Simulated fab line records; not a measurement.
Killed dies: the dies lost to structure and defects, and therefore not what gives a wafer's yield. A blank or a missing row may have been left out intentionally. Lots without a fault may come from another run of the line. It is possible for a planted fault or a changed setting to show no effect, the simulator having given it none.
Which tool was responsible?	flow sky130	12 lots, 35 wafers sampled, at 5 steps of a route of 708

## WHAT THE GAUGES SHOWED, per wafer
SKY_POLY_GATE_OVL_MEAS_14.
lot	measured	on	POLY_GATE_OVL (nm)
L950	day 16 10:50	overlay-02	-8 -9 -10
L952	day 17 00:12	overlay-01	5 -3 1
L954	day 18 01:38	overlay-01	-6 -3 -1
L958	day 19 02:17	overlay-02	-7 -7 -1
L959	day 19 15:50	overlay-02	1 3 1
L960	day 20 07:52	overlay-01	-9 -8 -10
L961	day 21 00:24	overlay-01	-5 -16 -10
L963	day 21 13:59	overlay-02	-3 -9
L970	day 23 21:05	overlay-01	-3 0 -4
L971	day 24 22:02	overlay-01	7 6 9
L973	day 24 22:08	overlay-02	3 11 1
L972	day 24 23:05	overlay-02	-3 -3 -9

SKY_POLY_GATE_THK_MEAS_21.
lot	measured	on	POLY_GATE_OXIDATION_THK (nm)
L950	day 16 13:08	film metro-01	3.95 3.95 3.94
L952	day 17 01:56	film metro-01	4.01 3.98 4.03
L954	day 18 03:28	film metro-04	4.09 4.07 4.08
L958	day 19 04:43	film metro-04	3.99 3.99 3.95
L959	day 19 19:27	film metro-01	3.93 3.98 3.90
L960	day 20 09:56	film metro-01	4.04 3.99 4.09
L961	day 21 02:05	film metro-02	3.87 3.89 3.94
L963	day 21 15:41	film metro-02	3.89 3.82
L970	day 23 22:57	film metro-01	4.03 4.00 4.05
L971	day 25 00:33	film metro-02	3.94 4.03 4.01
L973	day 25 00:33	film metro-01	3.89 3.90 3.86
L972	day 25 00:46	film metro-04	3.95 3.89 3.92

SKY_LDD_P_CD_MEAS_07: target cd 380 nm.
lot	measured	on	cd nm (nm)
L950	day 19 00:50	cd sem-01	378.3 376.9 377.4
L952	day 19 14:28	cd sem-02	376.6 377.2 379.9
L954	day 20 18:04	cd sem-01	380.4 379.3 380.9
L958	day 21 18:50	cd sem-01	379.2 378.6 378.0
L959	day 22 09:19	cd sem-02	377.8 381.4 379.7
L960	day 22 23:59	cd sem-02	378.3 380.4 378.8
L961	day 23 16:09	cd sem-01	384.3 382.0 382.8
L963	day 24 04:39	cd sem-01	378.7 379.3
L970	day 26 10:51	cd sem-01	380.4 379.5 380.2
L971	day 27 12:07	cd sem-01	376.7 377.2 377.1
L973	day 27 11:13	cd sem-02	380.2 379.1 383.9
L972	day 27 12:29	cd sem-02	381.5 382.6 380.8

## EACH LOT AND THE TOOL THAT RAN IT (in order: tool; ch and the chambers of the sampled wafers; start)
lot	SKY_POLY_GATE_ETCH_17	SKY_POLY_GATE_STRIP_18
L950	rie si-02 ch 0,1,3, day 16 11:04	plasma asher-02 ch 0,1, day 16 11:07
L952	rie si-01 ch 1,2,3, day 17 00:25	plasma asher-01 ch 0,1, day 17 00:30
L954	rie si-02 ch 0,3, day 18 01:51	plasma asher-03 ch 0,1, day 18 01:55
L958	rie si-02 ch 1,2,3, day 19 02:30	plasma asher-01 ch 0,1, day 19 02:34
L959	rie si-02 ch 0,1,3, day 19 16:04	plasma asher-01 ch 0,1, day 19 16:07
L960	rie si-02 ch 0,2,3, day 20 08:04	plasma asher-02 ch 0,1, day 20 08:08
L961	rie si-02 ch 0,2,3, day 21 00:37	plasma asher-02 ch 0,1, day 21 00:42
L963	rie si-02 ch 1,2, day 21 14:13	plasma asher-03 ch 0,1, day 21 14:16
L970	rie si-01 ch 0,1,2, day 23 21:18	plasma asher-03 ch 0,1, day 23 21:22
L971	rie si-02 ch 1,2, day 24 22:16	plasma asher-03 ch 0,1, day 24 22:19
L973	rie si-01 ch 0,2, day 24 22:21	plasma asher-02 ch 0,1, day 24 22:25
L972	rie si-02 ch 1,2,3, day 24 23:18	plasma asher-02 ch 0,1, day 24 23:22
- SKY_POLY_GATE_ETCH_17: etches poly-Si in HBr/Cl2, stops on SiO2, target depth 180 nm, time 70.5 s.
- SKY_POLY_GATE_STRIP_18: strips in O2/N2.

## AS READ BY THE TOOLS THEMSELVES (means over the sampled wafers that have a number; for cases with no such wafer, the mark the record gives instead)
SKY_POLY_GATE_ETCH_17.
lot	tool	drypump motor current A (A)	oes product au (a.u.)	throttle valve pct (%)
L950	rie si-02	5.7	0.980	33.684
L952	rie si-01	6.5	0.982	33.681
L954	rie si-02	5.9	0.981	33.680
L958	rie si-02	6.2	0.989	33.675
L959	rie si-02	5.7	0.986	33.675
L960	rie si-02	6.1	0.919	33.684
L961	rie si-02	6.1	0.853	33.680
L963	rie si-02	6.2	0.883	33.685
L970	rie si-01	6.3	0.982	33.689
L971	rie si-02	6.1	0.987	33.682
L973	rie si-01	6.0	0.985	33.679
L972	rie si-02	6.2	0.983	33.679

SKY_POLY_GATE_STRIP_18.
lot	tool	drypump motor current A (A)	oes product au (a.u.)	strip time to endpoint s (s)
L950	plasma asher-02	5.8	0.360	3.21
L952	plasma asher-01	5.3	0.356	3.15
L954	plasma asher-03	5.1	0.359	3.18
L958	plasma asher-01	5.3	0.358	3.14
L959	plasma asher-01	5.3	0.358	3.17
L960	plasma asher-02	5.8	0.350	3.01
L961	plasma asher-02	5.8	0.351	2.88
L963	plasma asher-03	5.1	0.357	3.02
L970	plasma asher-03	5.1	0.360	3.16
L971	plasma asher-03	5.2	0.363	3.10
L973	plasma asher-02	5.7	0.361	3.16
L972	plasma asher-02	5.7	0.357	3.11

## THE ANSWER, worked out from the rows above alone
Rule: what is usual is taken from the lots themselves. Put in order of their means at a reading, lots are off if they are a third of the lots or fewer, leave a main group of 4 or more, and stand apart from it by a gap of 3 or more times the standard deviation of the main group's means; of several such gaps the widest counts. If all means in a main group match to the digits the tables above print for the reading, that group is not used. A lot without any number at a reading at which 4 lots or more have one is off too. All remaining lots with rows at the step are treated as sound. Order of review: gauges by route order, followed by the tools' own readings, for which a lot's mean as printed above is used. At the first step where some lot is off, the reading lying furthest off is the one used; lots without a number count as furthest.
Off: L960, L961, L963, at SKY_POLY_GATE_ETCH_17 (oes product au). For the main group the mean is 0.984 a.u. and the standard deviation 0.0028.
If a tool, at that step or one of the process steps before it, ran each lot that is off and ran no sound lot following the first of them, it fits. Not one of the candidates tried fits.

## WHAT WAS PUT IN BY THE SIMULATOR
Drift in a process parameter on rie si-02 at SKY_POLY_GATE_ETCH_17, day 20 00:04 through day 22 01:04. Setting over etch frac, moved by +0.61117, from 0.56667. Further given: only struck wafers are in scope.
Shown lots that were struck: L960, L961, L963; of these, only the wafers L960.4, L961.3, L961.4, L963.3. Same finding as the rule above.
